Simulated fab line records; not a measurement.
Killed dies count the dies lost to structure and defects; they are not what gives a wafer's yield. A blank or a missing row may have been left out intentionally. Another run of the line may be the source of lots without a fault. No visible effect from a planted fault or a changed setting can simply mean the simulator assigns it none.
Chamber matching	flow sky130	cmp-01 running SKY_VIA1_CMP_02: 4 sister chambers
The step polishes SiO2. 33 wafers are shown with their chamber, then 12 later ones without.

WAFERS, EACH WITH ITS CHAMBER
wafer	chamber	motor-current-A (A)
L074.4	2	10.8
L074.5	0	11.6
L074.6	3	13.3
L077.4	1	13.5
L077.5	2	11.3
L077.6	3	13.3
L078.2	2	10.8
L078.5	2	10.9
L078.6	3	12.8
L080.2	2	10.4
L080.4	0	12.0
L080.5	3	13.1
L083.2	0	10.9
L083.3	2	10.8
L083.4	1	13.2
L084.2	1	14.3
L084.3	0	12.3
L084.5	1	13.0
L087.1	2	11.4
L087.4	0	11.8
L087.6	0	12.2
L088.1	3	12.9
L088.4	0	10.9
L088.5	0	11.1
L091.2	1	13.3
L091.3	2	10.7
L091.6	1	12.7
L092.3	1	12.9
L092.5	2	10.5
L092.6	1	13.0
L094.1	0	11.0
L094.3	3	13.3
L094.5	3	13.4

SIGNATURES, as means of the wafers listed above
reading	chamber 0	chamber 1	chamber 2	chamber 3	scatter within a chamber
motor-current-A	11.533	13.238	10.844	13.157	0.435
Rule: a wafer lies at a distance from a chamber equal to the root of the sum of squares, over the readings, of (its reading less the chamber's mean, divided by the reading's scatter). If the next closest chamber is less than 2 further off than the closest, the wafer can't be placed; otherwise it belongs to the closest. The scatter: take each reading less its chamber's mean, square it, sum over the shown wafers, divide by the number of wafers less the number of chambers, and take the root.

WAFERS WITHOUT THEIR CHAMBER
wafer	motor-current-A (A)
L093.1	11.2
L093.2	13.5
L093.4	13.3
L095.2	11.3
L095.3	13.4
L095.5	10.9
L097.1	13.6
L097.4	13.9
L097.5	10.6
L096.1	13.4
L096.2	11.3
L096.4	11.3

WHICH CHAMBER EACH WENT THROUGH
wafer	from the rows above	in truth
L093.1	can't be placed: 0 or 2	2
L093.2	can't be placed: 1 or 3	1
L093.4	can't be placed: 1 or 3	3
L095.2	can't be placed: 0 or 2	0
L095.3	can't be placed: 1 or 3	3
L095.5	can't be placed: 2 or 0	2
L097.1	can't be placed: 1 or 3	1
L097.4	can't be placed: 1 or 3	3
L097.5	can't be placed: 2 or 0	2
L096.1	can't be placed: 1 or 3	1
L096.2	can't be placed: 0 or 2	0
L096.4	can't be placed: 0 or 2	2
Placed correctly: 0 of 12. Can't be placed from these rows: 12 (the true chamber is among the candidates in 12). Number placed wrongly: 0.
